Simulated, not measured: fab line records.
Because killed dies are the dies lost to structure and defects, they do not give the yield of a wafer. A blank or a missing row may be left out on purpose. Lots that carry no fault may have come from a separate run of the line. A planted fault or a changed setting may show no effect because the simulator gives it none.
Problem report in the 8D (eight disciplines) form, filled by code -- flow sky130 -- the parts of the form that need people (team, actions taken, sign-off) are left out

== 1. THE PROBLEM ==
SKY_PAD_OPEN_PROBE_99, killed at other: mean 21.0 on 3 wafers (1 lot); fault-free wafers 0.4, standard deviation 0.69. Relative to the usual mean, that is a shift of +30 standard deviations.
Earliest sighting: wafer L139.1 on prober-02 at day 47 09:13. The record has a number at this step for 39 wafers belonging to 13 lots. By rule, "out" or "out of limits" means more than 4 standard deviations away from the usual mean. All remaining wafers that have a number are taken as sound.

== 2. WHAT IT IS AND WHAT IT IS NOT ==
question,is,is not
which readings at this step,killed at other,"killed_at_M0_to_M3, killed_at_M4_up, killed at contacts, killed at front end, killed open, killed short"
which lots,L139,"L133, L135, L136, L137, L138, L149, L150, L151, L153, L154, L155, L156"
which wafers of those lots,all that have a number,-
read on which tools,prober-02,prober-01
when,from day 47 09:13,"up to then (15 sound wafers); but 21 sound wafers of L149, L150, L151, L153, L154, L155, L156 came after"

== 3. SUSPECTS, AND WHAT RULES EACH OUT ==
Counting: a tool at a process step up to the reading stays a suspect if it ran every lot that is out and no sound lot after the first of them.
- wet bench-02 at SKY_RES_PROTECT_CLEAN_09 (cleans in SC1/SC2, time 150 s): ruled out as a lasting fault. The sound lots L150, L154, L155 went through it after L139, its earliest lot that is out (day 17 10:03).
- pvd sputter-01 at SKY_METAL4_SPUTTER_00 (material Ti, target thk 15 nm, time 10 s): ruled out as a lasting fault. The sound lots L153 went through it after L139, its earliest lot that is out (day 41 14:58).
- pvd sputter-01 at SKY_METAL4_SPUTTER_01 (material TiN, target thk 20 nm, time 16.7 s): ruled out as a lasting fault. The sound lots L153 went through it after L139, its earliest lot that is out (day 41 14:59).
- prober-02 at SKY_PAD_OPEN_PROBE_99: ruled out as a lasting fault. The sound lots L149, L151, L153, L155 went through it after L139, its earliest lot that is out (day 47 09:13).
Left after counting: nothing in the record.

== 4. THE CAUSE (what the simulator had put in) ==
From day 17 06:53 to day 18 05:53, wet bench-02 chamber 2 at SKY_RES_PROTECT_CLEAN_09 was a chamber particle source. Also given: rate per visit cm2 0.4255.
It was ruled out by counting, in error; the rule expects a fault to strike all lots run on its tool from its start on, and this fault did not.

== 5. THE EFFECT CHAIN, in route order ==
Each row: a reading where the mean over the struck wafers with a number is more than 3 standard deviations away from the usual. Only readings whose record carries a usual standard deviation are examined. hours: median over the lots of the time between each lot's start at the first step of this table that gives one and its start at this step. sigmas: the change, counted in usual standard deviations.
hours,step,reading,usual,on struck wafers,change,sigmas
0,SKY_PAD_OPEN_PROBE_99,killed at other,0.4,21.0,+20.6,+30
Here are the process steps it includes:
- SKY_PAD_OPEN_PROBE_99

== 6. WHAT WOULD HAVE CAUGHT IT SOONER ==
First out-of-limits reading in this record: day 47 09:13, which is 722 hours after fault onset at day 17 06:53.
